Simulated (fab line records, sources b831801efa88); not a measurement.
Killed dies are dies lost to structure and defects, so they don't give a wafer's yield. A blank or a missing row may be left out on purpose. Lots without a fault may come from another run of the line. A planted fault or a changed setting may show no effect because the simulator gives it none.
A struck lot beside a sound one | flow sky130 | 44 steps out of a route of 708
Sound: wafers L586.3, L586.4, L586.5. Struck: wafer L602.3. (L602.1, L602.4 of the same lot were not struck and are left out.) The cause comes at the end.
At each step with rows: each side's tool, then ch and its chambers, then its first start. Under that, the readings that differ: sound wafers | struck wafers | difference of the means | sigmas: that difference in standard deviations of wafers without a fault.
alike: readings whose means differ by less than 2 such deviations, and words and numbers that are the same on both sides. not compared: withheld readings, readings that some wafer has no value for, bounds like >300 that may hide the same value, and numbers for which the record gives no deviation and whose values overlap.
The two part at a step that has a row with sigmas, a row that says differs or no value, or rows on one side only. Numbers that don't overlap but have no deviation are shown without sigmas and don't part them. A reading that every wafer of one side lacks parts them only if that side has two wafers or more.

first, 2 steps without rows for these wafers: SKY_VIA3_CLEAN_18 (cleans in IPA, time 180 s); SKY_VIA3_CLEAN_19 (cleans in O3/DIW).
SKY_VIA3_SPUTTER_20: material TiN, target thk 20 nm, time 80 s.
  sound on pvd_sputter-04, day 39 14:46; struck on pvd_sputter-01, day 44 06:55
  alike: throttle_valve_pct
SKY_VIA3_CVD_21: deposits W, target thk 390 nm, time 117.31 s.
  sound on cvd_w-01 ch 0,1, day 39 14:53; struck on cvd_w-01 ch 1, day 44 06:58
  alike: heater_power_w, susceptor_temp_C
SKY_VIA3_RS_MEAS_22: measures by four-point-probe.
  sound on film_metro-01, day 39 15:00; struck on film_metro-03, day 44 07:05
  alike: VIA3_W_RS
SKY_VIA3_THK_MEAS_23: measures by xrf.
  sound on film_metro-01, day 39 15:06; struck on film_metro-03, day 44 07:13
  alike: VIA3_W_THK
then, 1 step without rows for these wafers: SKY_VIA3_CMP_24 (polishes, stops on SiO2, t overpolish 20 s, target thk 0 nm).
SKY_METAL4_SPUTTER_00: material Ti, target thk 15 nm, time 10 s.
  sound on pvd_sputter-02, day 39 15:26; struck on pvd_sputter-03, day 44 07:34
  alike: throttle_valve_pct
then, 4 steps without rows for these wafers: SKY_METAL4_SPUTTER_01 (material TiN, target thk 20 nm, time 16.7 s); SKY_METAL4_SPUTTER_02 (material AlCu, target thk 735 nm, time 39.1 s); SKY_METAL4_SPUTTER_03 (material Ti, target thk 5 nm, time 3.3 s); SKY_METAL4_SPUTTER_04 (material TiN, target thk 70 nm, time 58.3 s).
SKY_CAP2M_CVD_00: deposits SiO2, target thk 15.5 nm.
  sound on pecvd-01 ch 1,2, day 39 15:35; struck on pecvd-01 ch 0, day 44 07:43
  reading                                | sound                | struck | difference | sigmas
  susceptor_temp_C (C)                   | 399.76 400.13 399.77 | 400.35 | +0.46      | +2
  model.SiO2_of_CAP2M_CVD_00.thk_nm (nm) | 15.51 15.71 15.66    | 25.15  | +9.52      |
  alike: heater_power_w
SKY_CAP2M_THK_MEAS_01:
  sound on film_metro-03, day 39 15:38; struck on film_metro-04, day 44 07:45
  reading               | sound             | struck | difference | sigmas
  CAP2M_CVD_00_THK (nm) | 15.50 15.70 15.65 | 25.13  | +9.51      | +37
then, 1 step without rows for these wafers: SKY_CAP2M_SPUTTER_02 (material TiN, target thk 200 nm, time 166.7 s).
SKY_CAP2M_RS_MEAS_03: measures by four-point-probe.
  sound on film_metro-04, day 39 15:49; struck on film_metro-02, day 44 07:55
  alike: CAP2M_TIN_RS
SKY_CAP2M_THK_MEAS_04: measures by xrf.
  sound on film_metro-04, day 39 15:55; struck on film_metro-02, day 44 08:02
  alike: CAP2M_TIN_THK
then, 7 steps without rows for these wafers: SKY_CAP2M_DEHYDRATE_05 (time 60 s); SKY_CAP2M_HMDS_06 (prime time 60 s); SKY_CAP2M_COAT_07 (resist thk 1140 nm); SKY_CAP2M_SOFTBAKE_08 (time 60 s); SKY_CAP2M_EXPOSE_09 (exposes mask CAP2M, target cd 1000 nm); SKY_CAP2M_PEB_10; SKY_CAP2M_DEVELOP_11 (develop time 60 s).
SKY_CAP2M_OVL_MEAS_12:
  sound on overlay-01, day 40 15:51; struck on overlay-02, day 45 05:46
  alike: CAP2M_OVL
SKY_CAP2M_METAL_ETCH_13: etches TiN in Cl2/BCl3, stops on SiO2, target depth 220 nm, time 62.9 s.
  sound on rie_metal-01 ch 0,1, day 40 15:54; struck on rie_metal-01 ch 1, day 45 05:48
  alike: chamber_pressure_mTorr, drypump_motor_current_A, oes_product_au, throttle_valve_pct
  not compared: rf_hours_counter_h
SKY_CAP2M_STRIP_14: strips in O2/N2.
  sound on plasma_asher-02 ch 0,1, day 40 15:59; struck on plasma_asher-02 ch 1, day 45 05:57
  alike: chamber_pressure_mTorr, drypump_motor_current_A, oes_product_au, strip_time_to_endpoint_s
  not compared: rf_hours_counter_h
then, 11 steps without rows for these wafers: SKY_CAP2M_STRIP_15 (strips in post etch residue remover, time 1200 s); SKY_CAP2M_CLEAN_16 (cleans in IPA, time 180 s); SKY_CAP2M_CLEAN_17 (cleans in O3/DIW); SKY_METAL4_DEHYDRATE_05 (time 60 s); SKY_METAL4_HMDS_06 (prime time 60 s); SKY_METAL4_COAT_07 (resist thk 60 nm); SKY_METAL4_COAT_08 (resist thk 1140 nm); SKY_METAL4_SOFTBAKE_09 (time 90 s); SKY_METAL4_EXPOSE_10 (exposes mask MM4, target cd 300 nm); SKY_METAL4_PEB_11; SKY_METAL4_DEVELOP_12 (develop time 60 s).
SKY_METAL4_CD_MEAS_13: target cd 300 nm.
  sound on cd_sem-02, day 41 15:55; struck on cd_sem-02, day 46 03:41
  alike: cd_nm
SKY_METAL4_OVL_MEAS_14:
  sound on overlay-02, day 41 16:01; struck on overlay-01, day 46 03:49
  alike: METAL4_OVL
then, 2 steps without rows for these wafers: SKY_METAL4_DESCUM_15 (chemistry O2, time 8 s); SKY_METAL4_ETCH_16 (etches BARC in N2/H2, stops on SiO2, time 88.2 s, target depth 60 nm).
SKY_METAL4_ETCH_17: etches SiO2 in C4F8/O2/Ar, stops on TiN, time 3.9 s, target depth 15 nm.
  sound on rie_diel-02 ch 0,2,3, day 41 16:10; struck on rie_diel-02 ch 0, day 46 03:59
  reading                  | sound             | struck | difference | sigmas
  oes_product_au (a.u.)    | 0.756 0.761 0.757 | 0.990  | +0.232     | +30
  model.etch.depth_nm (nm) | 15.51 15.71 15.66 | 25.15  | +9.52      |
  alike: chamber_pressure_mTorr
  not compared: rf_hours_counter_h
-- the record jumps here: 3 days lie between the struck wafers' starts before and after (it left off in module METAL4 and takes up again in module PAD_OPEN, whose first step shown is number 708 of the route) --
SKY_PAD_OPEN_PROBE_99:
  sound on prober-01, day 45 16:29; struck on prober-01, day 49 14:07
  reading                               | sound               | struck | difference | sigmas
  model.etest.tester.sort_n_pass        | 389 410 387         | 0      | -395       |
  model.etest.tester.sort_yield_pct (%) | 79.06 83.33 78.66   | 0      | -80        |
  model.etest.tester.sort_bin_5_pct (%) | 12.4 10.16 13.62    | 63.6   | +51.5      |
  model.etest.tester.sort_bin_3_pct (%) | 1.016 0.6098 1.22   | 30.1   | +29.2      |
  model.etest.cap_mim2.bv_v (V)         | 14.02 14.26 13.91   | 22.89  | +8.83      |
  model.etest.met4_comb.leak_log10_a_um | -11.99 -12.12 -11.9 | -7.368 | +4.635     |
  model.etest.cap_mim2.leak_log10_a_cm2 | -9.02 -8.902 -8.994 | -10.72 | -1.75      |
  model.etest.cap_mim2.c_ff_um2         | 2.351 2.313 2.316   | 1.445  | -0.882     |
  alike: defect_limited_yield, killed_at_M0_to_M3, killed_at_M4_up, killed_at_contacts, killed_at_front_end, killed_at_other, killed_dies, killed_open, killed_short

WHERE THEY PART
First at SKY_CAP2M_CVD_00; last, within this record, at SKY_METAL4_ETCH_17. Later steps at which nothing parts them and some readings are alike: SKY_PAD_OPEN_PROBE_99.

WHY: what the simulator had put in
Process parameter drift: pecvd-01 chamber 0, from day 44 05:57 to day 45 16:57, at SKY_CAP2M_CVD_00. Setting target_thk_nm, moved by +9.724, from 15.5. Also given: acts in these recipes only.
